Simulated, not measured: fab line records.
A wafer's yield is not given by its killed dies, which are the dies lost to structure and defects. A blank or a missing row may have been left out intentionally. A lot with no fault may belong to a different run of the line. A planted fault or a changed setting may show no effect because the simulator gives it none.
A lot that was struck, set against a sound lot || flow sky130 || 43 out of 708 route steps
Sound: the wafers L319.2, L319.5, L319.6. The struck wafers were L316.2, L316.5, L316.6. At the end, the cause is stated.
At each step with rows: each side's tool, then ch and its chambers, then its first start. Under that, the readings that differ: sound wafers || struck wafers || difference of the means || sigmas: that difference in standard deviations of wafers without a fault.
alike: a reading whose means differ by less than 2 such deviations, as well as words and numbers matching on both sides. not compared: withheld readings; readings where some wafer has no value; bounds like >300 that might hide an equal value; numbers whose values overlap and for which the record gives no deviation.
Wherever a step has rows on one side only, a row that says differs or no value, or a row with sigmas, the two part there. Numbers that don't overlap but have no deviation are shown without sigmas and don't part them. Lack of a reading on every wafer of one side parts them only where that side has two or more wafers.

SKY_FIELD_ISO_STRIP_16: strips in O2/N2.
  sound on plasmaAsher-01 ch 0,1, day 5 07:09; struck on plasmaAsher-04 ch 0,1, day 4 15:47
  alike: drypumpMotorCurrentA, oesProductAu, stripTimeToEndpointS
  not compared: rfHoursCounterH
SKY_FIELD_ISO_ETCH_17: etches Si in HBr/Cl2/O2, target depth 342 nm, time 97.7 s.
  sound on rieSi-01 ch 0,1, day 5 07:15; struck on rieSi-02 ch 2,3, day 4 15:53
  alike: drypumpMotorCurrentA, oesProductAu, throttleValvePct
  not compared: rfHoursCounterH
then, 5 steps without rows for these wafers: SKY_FIELD_ISO_WET_ETCH_18 (etches Si3N4 in H3PO4, target depth 25 nm, time 286 s); SKY_FIELD_ISO_CLEAN_19 (cleans in SC1/SC2, time 150 s); SKY_FIELD_ISO_CLEAN_20 (cleans in dHF, time 20 s); SKY_FIELD_ISO_WET_ETCH_21 (etches SiO2 in dHF, target depth 20 nm, time 400 s); SKY_FIELD_ISO_OXIDATION_22 (stabilise 600 s, purge 300 s, target thk 10 nm).
SKY_FIELD_ISO_THK_MEAS_23:
  sound on filmMetro-02, day 5 09:33; struck on filmMetro-03, day 4 18:25
  alike: FIELD_ISO_OXIDATION_01_THK
then, 1 step without rows for these wafers: SKY_FIELD_ISO_CVD_24 (deposits SiO2, target thk 595 nm, time 99.2 s).
SKY_FIELD_ISO_THK_MEAS_25:
  sound on filmMetro-01, day 5 09:41; struck on filmMetro-03, day 4 18:33
  alike: FIELD_ISO_CVD_24_THK
then, 1 step without rows for these wafers: SKY_FIELD_ISO_ANNEAL_26 (time 1800 s).
SKY_FIELD_ISO_CMP_27: polishes, stops on Si3N4, t overpolish 16 s, target thk 457.8 nm.
  sound on cmp-01 ch 1,2, day 5 12:10; struck on cmp-01 ch 1,2, day 4 22:21
  alike: motorCurrentA, overpolishRunS, slurryFlowMlMin, timeToEndpointS
SKY_FIELD_ISO_WET_ETCH_28: etches SiO2 in dHF, target depth 23.7 nm, time 47 s.
  sound on wetBench-02 ch 1, day 5 12:25; struck on wetBench-04 ch 3, day 4 22:36
then, 4 steps without rows for these wafers: SKY_FIELD_ISO_WET_ETCH_29 (etches Si3N4 in H3PO4, target depth 160 nm, time 1825 s); SKY_FIELD_ISO_WET_ETCH_30 (etches SiO2 in dHF, target depth 25 nm, time 50 s); SKY_NWELL_CLEAN_00 (cleans in SC1/SC2, time 150 s); SKY_NWELL_OXIDATION_01 (stabilise 600 s, purge 300 s, target thk 10 nm).
SKY_NWELL_THK_MEAS_02:
  sound on filmMetro-04, day 5 15:13; struck on filmMetro-04, day 5 02:02
  alike: NWELL_OXIDATION_THK
then, 8 steps without rows for these wafers: SKY_DNWELL_DEHYDRATE_00 (time 60 s); SKY_DNWELL_HMDS_01 (prime time 60 s); SKY_DNWELL_COAT_02 (resist thk 3000 nm); SKY_DNWELL_SOFTBAKE_03; SKY_DNWELL_EXPOSE_04 (exposes mask DNM, target cd 3000 nm); SKY_DNWELL_PEB_05; SKY_DNWELL_DEVELOP_06 (develop time 60 s); SKY_DNWELL_IMPLANT_07.
SKY_DNWELL_STRIP_08: strips in O2/N2.
  sound on plasmaAsher-02 ch 0,1, day 6 09:50; struck on plasmaAsher-03 ch 0,1, day 5 19:34
  alike: drypumpMotorCurrentA, oesProductAu, stripTimeToEndpointS
  not compared: rfHoursCounterH
SKY_DNWELL_TW_MEAS_09:
  sound on filmMetro-02, day 6 09:56; struck on filmMetro-04, day 5 19:41
  alike: DNWELL_TW
then, 7 steps without rows for these wafers: SKY_PWDE_DEHYDRATE_00 (time 60 s); SKY_PWDE_HMDS_01 (prime time 60 s); SKY_PWDE_COAT_02 (resist thk 3000 nm); SKY_PWDE_SOFTBAKE_03; SKY_PWDE_EXPOSE_04 (exposes mask PWDEM, target cd 840 nm); SKY_PWDE_PEB_05; SKY_PWDE_DEVELOP_06 (develop time 60 s).
SKY_PWDE_OVL_MEAS_07:
  sound on overlay-02, day 7 05:47; struck on overlay-02, day 6 14:26
  alike: PWDE_OVL
after that, 1 step had no rows for these wafers: SKY_PWDE_IMPLANT_08.
SKY_PWDE_STRIP_09: strips in O2/N2.
  sound on plasmaAsher-02 ch 0,1, day 7 05:58; struck on plasmaAsher-02 ch 0,1, day 6 14:37
  alike: drypumpMotorCurrentA, oesProductAu, stripTimeToEndpointS
  not compared: rfHoursCounterH
SKY_PWDE_TW_MEAS_10:
  sound on filmMetro-04, day 7 06:05; struck on filmMetro-04, day 6 14:43
  alike: PWDE_TW
then, 3 steps without rows for these wafers: SKY_NWELL_DEHYDRATE_03 (time 60 s); SKY_NWELL_HMDS_04 (prime time 60 s); SKY_NWELL_COAT_05 (resist thk 3000 nm).
-- the record jumps here: 42 days lie between the struck wafers' starts before and after (it left off in module NWELL and takes up again in module PAD_OPEN, whose first step shown is number 708 of the route) --
SKY_PAD_OPEN_PROBE_99:
  sound on prober-01, day 49 03:49; struck on prober-01, day 48 16:15
{"reading": "hold", "sound": "- - -", "struck": "awaitDispo/2.5h/release awaitDispo/2.5h/release awaitDispo/2.5h/release", "difference": "no value on the sound wafers", "sigmas": ""}
{"reading": "killedAtFrontEnd", "sound": "17 17 23", "struck": "36 45 40", "difference": "+21", "sigmas": "+5"}
{"reading": "killedDies", "sound": "79 89 100", "struck": "128 109 119", "difference": "+29", "sigmas": "+3"}
  alike: killed_at_M0_to_M3, killed_at_M4_up, killedAtContacts, killedAtOther, killedOnRim, killedOpen, killedShort

## WHERE THEY PART
Only at SKY_PAD_OPEN_PROBE_99, within this record.

WHY: whatever the simulator had introduced
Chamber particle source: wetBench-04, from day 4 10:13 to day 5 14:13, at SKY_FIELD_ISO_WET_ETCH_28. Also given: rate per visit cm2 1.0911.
